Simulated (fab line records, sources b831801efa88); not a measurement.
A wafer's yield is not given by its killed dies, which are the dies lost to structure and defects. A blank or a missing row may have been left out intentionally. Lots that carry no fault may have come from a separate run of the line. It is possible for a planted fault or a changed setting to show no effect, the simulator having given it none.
Problem report in the 8D (eight disciplines) form, filled by code	flow gf180mcu	the parts of the form that need people (team, actions taken, sign-off) are left out

== 1. WHAT IS WRONG ==
Mean V5_W_RS at GF_V5_RS_MEAS_24: 0.283 ohm/sq over 3 wafers in 2 lots; fault-free wafers: 0.329 ohm/sq, standard deviation 0.0041. Relative to the usual mean, that is a shift of -11 standard deviations.
The step: measures by four-point-probe.
The first sign was on wafer L715.1 at day 31 09:16, on filmMetro-01. At this step, 30 wafers from 10 lots have a number in the record. By rule, "out" or "out of limits" means more than 4 standard deviations away from the usual mean. Any other wafer with a number is counted as sound.

== 2. WHAT THIS IS AND IS NOT ==
question	is	is not
which readings at this step	V5_W_RS	-
which lots	L715, L716	L703, L705, L707, L708, L710, L711, L713, L720
which wafers of those lots	L715.1, L716.1, L716.4	L715.2, L715.4, L716.3
read on which gauges	filmMetro-01	filmMetro-02, filmMetro-04
when	from day 31 09:16	up to then (23 sound wafers); but 4 sound wafers of L716, L720 came after

== 3. SUSPECTS, AND WHAT RULES EACH OUT ==
Counting: if a tool at a process step up to the reading ran every lot that is out, it stays a suspect. Sound lots after the first of them don't rule it out here, since some wafers of a struck lot are sound.
- the gauge at GF_V5_RS_MEAS_24 is ruled out. All the wafers that are out were read on filmMetro-01, but those of them that GF_V5_CMP_26 has rows for are out there too, on other tools.
- rieMetal-04 at GF_M5_METAL_ETCH_10 (etches the open film in Cl2/BCl3, stops on SiO2, target depth 750.8 nm, time 125.1 s): kept. Ran every lot that is out, first one L715 (day 30 13:03); last sound lot up to then L713 (day 30 02:51).
- cvdW-01 at GF_V5_CVD_23 (deposits W, target thk 350 nm, time 104.9 s): kept. Ran every lot that is out, first one L715 (day 31 09:10); last sound lot up to then L713 (day 30 23:04).
- Within cvdW-01 at GF_V5_CVD_23: the wafers that are out ran in chamber 0; their sound lot-mates ran in chamber 1.
The count leaves cvdW-01 at GF_V5_CVD_23 and rieMetal-04 at GF_M5_METAL_ETCH_10.

== 4. THE CAUSE (what the simulator had put in) ==
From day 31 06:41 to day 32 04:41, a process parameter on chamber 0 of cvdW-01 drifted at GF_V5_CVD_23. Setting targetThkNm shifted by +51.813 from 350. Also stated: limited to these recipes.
2 suspects survive the count, and this tool is in that group.

== 5. THE EFFECT CHAIN, in route order ==
Each row: a reading whose mean over the struck wafers that have a number lies more than 3 standard deviations from the usual. Only readings whose record carries a usual standard deviation are examined. hours: median over the lots of the time between each lot's start at the first step of this table that gives one and its start at this step. sigmas: the change, counted in usual standard deviations.
hours	step	reading	usual	on struck wafers	change	sigmas
0	GF_V5_RS_MEAS_24	V5_W_RS	0.329 ohm/sq	0.283	-0.046	-11
4	GF_V5_THK_MEAS_25	V5_W_THK	354 nm	410	+56	+12
12	GF_V5_CMP_26	timeToEndpointS	83 s	97	+14	+4.4
Process steps it contains:
- GF_V5_CMP_26: polishes, stops on SiO2, t overpolish 15 s, target thk 0 nm.

== 6. WHAT WOULD HAVE CAUGHT IT SOONER ==
3 hours passed between the start of the fault at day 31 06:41 and the first reading out of limits at a measuring or inspecting step in this record, taken at day 31 09:16.
No tool reading at GF_V5_CVD_23 that has a usual standard deviation in the record was out on any struck wafer, so an alarm limit of 4 standard deviations on those readings would not have fired.
L716, from the lots that are out (2), started GF_V5_CVD_23 on cvdW-01 later than day 31 09:16. A tool hold placed at that time would have kept it from harm.
